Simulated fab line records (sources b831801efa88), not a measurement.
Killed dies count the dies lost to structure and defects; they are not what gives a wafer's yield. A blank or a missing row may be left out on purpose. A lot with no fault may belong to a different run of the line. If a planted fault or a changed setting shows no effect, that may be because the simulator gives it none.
A lot that was struck, set against a sound lot || flow sky130 || 23 steps out of a route of 708
Sound: wafers L829.3, L829.4, L829.6. Struck: wafers L839.2, L839.3, L839.4. The cause is given at the end.
Each step with rows lists, per side, the tool, then ch with its chambers, then its first start. Under that, the readings that differ: sound wafers || struck wafers || difference of the means || sigmas: that difference in standard deviations of wafers without a fault.
alike: same words and numbers on both sides, and readings whose means sit less than 2 such deviations apart. not compared: any withheld reading, any reading some wafer has no value for, any bound like >300 that may hide the same value, and any number with overlapping values for which the record gives no deviation.
A row with sigmas, a row that says differs or no value, or rows on one side alone: a step with any of these is where the two part. Non-overlapping numbers with no deviation appear without sigmas and do not part them. Lack of a reading on every wafer of one side parts them only where that side has two or more wafers.

first, 6 steps without rows for these wafers: SKY_VT_ADJUST_LVTN_HMDS_12 (prime time 60 s); SKY_VT_ADJUST_LVTN_COAT_13 (resist thk 1140 nm); SKY_VT_ADJUST_LVTN_SOFTBAKE_14 (time 60 s); SKY_VT_ADJUST_LVTN_EXPOSE_15 (exposes mask HVN STD DERIVED, target cd 600 nm); SKY_VT_ADJUST_LVTN_PEB_16; SKY_VT_ADJUST_LVTN_DEVELOP_17 (develop time 60 s).
SKY_VT_ADJUST_LVTN_OVL_MEAS_18:
  struck on overlay-01, day 12 10:42; sound on overlay-01, day 9 18:31
  alike: VT_ADJUST_LVTN_01_OVL
next, for these wafers, 1 step has no rows: SKY_VT_ADJUST_LVTN_IMPLANT_19.
SKY_VT_ADJUST_LVTN_STRIP_20: strips in O2/N2.
  sound on plasmaAsher-02 ch 0,1, day 9 18:43; struck on plasmaAsher-01 ch 0,1, day 12 10:53
  alike: drypumpMotorCurrentA, oesProductAu, stripTimeToEndpointS
  not compared: rfHoursCounterH
SKY_VT_ADJUST_LVTN_TW_MEAS_21:
  struck on filmMetro-01, day 12 10:59; sound on filmMetro-01, day 9 18:49
  alike: VT_ADJUST_LVTN_2_TW
then, 2 steps without rows for these wafers: SKY_VT_ADJUST_NCORE_DEHYDRATE_00 (time 60 s); SKY_VT_ADJUST_NCORE_HMDS_01 (prime time 60 s).
SKY_VT_ADJUST_NCORE_COAT_02: resist thk 1140 nm.
  sound on lithoTrack-03 ch 0, day 10 06:17; struck on lithoTrack-03 ch 0, day 12 22:46
{"reading": "model.NOVOLAK_of_VT_ADJUST_NCORE_COAT_02.thkNm (nm)", "sound": "1139 1139 1136", "struck": "1114 1116 1118", "difference": -22, "sigmas": ""}
then, 3 steps without rows for these wafers: SKY_VT_ADJUST_NCORE_SOFTBAKE_03 (time 60 s); SKY_VT_ADJUST_NCORE_EXPOSE_04 (exposes mask LVTN COMPLEMENT THIN, target cd 380 nm); SKY_VT_ADJUST_NCORE_PEB_05.
SKY_VT_ADJUST_NCORE_DEVELOP_06: develop time 60 s.
  sound on lithoTrack-03 ch 0, day 10 17:35; struck on lithoTrack-04 ch 0, day 13 11:41
{"reading": "model.NOVOLAK_of_VT_ADJUST_NCORE_COAT_02.thkNm (nm)", "sound": "1138 1139 1136", "struck": "1114 1115 1117", "difference": -22, "sigmas": ""}
SKY_VT_ADJUST_NCORE_CD_MEAS_07 targets a cd of 380 nm.
  struck on cdSem-02, day 13 11:49; sound on cdSem-02, day 10 17:44
  alike: cdNm
SKY_VT_ADJUST_NCORE_OVL_MEAS_08:
  struck on overlay-02, day 13 11:56; sound on overlay-01, day 10 17:49
  alike: VT_ADJUST_NCORE_OVL
next, for these wafers, 1 step has no rows: SKY_VT_ADJUST_NCORE_IMPLANT_09.
SKY_VT_ADJUST_NCORE_STRIP_10: strips in O2/N2.
  sound on plasmaAsher-02 ch 0,1, day 10 18:02; struck on plasmaAsher-04 ch 0,1, day 13 12:07
{"reading": "stripTimeToEndpointS (s)", "sound": "14.17 14.17 14.13", "struck": "13.87 13.88 13.92", "difference": -0.27, "sigmas": -6}
  alike: drypumpMotorCurrentA, oesProductAu
  not compared: rfHoursCounterH
SKY_VT_ADJUST_NCORE_TW_MEAS_11:
  struck on filmMetro-02, day 13 12:13; sound on filmMetro-04, day 10 18:07
  alike: VT_ADJUST_NCORE_TW
next, for these wafers, 1 step has no rows: SKY_PAD_OPEN_PROBE_99.

## WHERE THEY PART
Only at SKY_VT_ADJUST_NCORE_STRIP_10, within this record. Later steps at which nothing parts them and some readings are alike: SKY_VT_ADJUST_NCORE_TW_MEAS_11.

WHY: the cause the simulator had injected
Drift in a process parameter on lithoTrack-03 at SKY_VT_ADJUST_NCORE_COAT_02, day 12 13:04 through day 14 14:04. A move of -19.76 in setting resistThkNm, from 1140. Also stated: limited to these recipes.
